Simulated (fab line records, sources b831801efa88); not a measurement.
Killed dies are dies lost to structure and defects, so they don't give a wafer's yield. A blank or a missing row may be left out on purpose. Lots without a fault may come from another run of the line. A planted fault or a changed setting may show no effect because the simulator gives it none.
Which tool did it? | flow gf180mcu | 11 lots, 33 wafers sampled, at 3 steps of a route of 602

WHAT THE GAUGES READ, wafer by wafer
GF_V3_THK_MEAS_03.
lot  | measured     | on            | V3_CVD_02_THK (nm)
L808 | day 21 04:16 | film_metro-01 | 850 867 860
L809 | day 21 14:44 | film_metro-03 | 858 867 865
L810 | day 21 22:58 | film_metro-01 | 844 860 860
L812 | day 23 01:35 | film_metro-04 | 848 852 844
L816 | day 24 23:36 | film_metro-03 | 843 1209 1225
L817 | day 25 03:22 | film_metro-04 | 854 1228 1223
L827 | day 27 21:09 | film_metro-03 | 842 847 853
L828 | day 28 01:40 | film_metro-03 | 831 851 847
L830 | day 28 19:34 | film_metro-04 | 833 856 852
L829 | day 28 19:56 | film_metro-03 | 841 857 855
L831 | day 28 22:58 | film_metro-03 | 845 857 851

WHICH TOOL RAN EACH LOT (tool, then ch and the chambers of the sampled wafers, then the start)
lot  | GF_M3_STRIP_17                       | GF_V3_CVD_02
L808 | plasma_asher-04 ch 0,1, day 21 03:32 | pecvd-04 ch 0,2, day 21 04:12
L809 | plasma_asher-04 ch 0,1, day 21 14:01 | pecvd-04 ch 0,1,2, day 21 14:39
L810 | plasma_asher-02 ch 0,1, day 21 22:14 | pecvd-04 ch 0,1,2, day 21 22:53
L812 | plasma_asher-04 ch 0,1, day 23 00:25 | pecvd-02 ch 0,1, day 23 01:30
L816 | plasma_asher-04 ch 0,1, day 24 22:51 | pecvd-04 ch 1,2, day 24 23:32
L817 | plasma_asher-04 ch 0,1, day 25 02:35 | pecvd-04 ch 1,2, day 25 03:17
L827 | plasma_asher-04 ch 0,1, day 27 20:19 | pecvd-03 ch 0,1, day 27 21:05
L828 | plasma_asher-02 ch 0,1, day 28 00:55 | pecvd-02 ch 0,1, day 28 01:35
L830 | plasma_asher-02 ch 0,1, day 28 18:46 | pecvd-04 ch 0,2, day 28 19:29
L829 | plasma_asher-01 ch 1, day 28 19:09   | pecvd-02 ch 0,1,2, day 28 19:52
L831 | plasma_asher-01 ch 0,1, day 28 22:10 | pecvd-03 ch 0,2, day 28 22:52
- GF_M3_STRIP_17: strips in O2/N2.
- GF_V3_CVD_02: deposits SiO2 from TEOS, target thk 850 nm, time 94.851 s.

THE ANSWER, worked out from the rows above alone
Rule: what is usual is taken from the lots themselves. Put in order of their means at a reading, lots are off if they are a third of the lots or fewer, leave a main group of 4 or more, and stand apart from it by a gap of 3 or more times the standard deviation of the main group's means; of several such gaps the widest counts. A main group whose means are all the same, to the digits that the tables above print for the reading, isn't used. A lot without any number at a reading at which 4 lots or more have one is off too. The other lots that the step has rows for count as sound.
Off: L816, L817, at GF_V3_THK_MEAS_03 (V3_CVD_02_THK). The main group: mean 852 nm, standard deviation 6.
A tool fits if, at a process step before that reading, it ran every lot that is off, and no sound lot after the first of them. The gauges at GF_V3_THK_MEAS_03 are tried like those tools. None of those tried fits.

WHAT THE SIMULATOR HAD PUT IN
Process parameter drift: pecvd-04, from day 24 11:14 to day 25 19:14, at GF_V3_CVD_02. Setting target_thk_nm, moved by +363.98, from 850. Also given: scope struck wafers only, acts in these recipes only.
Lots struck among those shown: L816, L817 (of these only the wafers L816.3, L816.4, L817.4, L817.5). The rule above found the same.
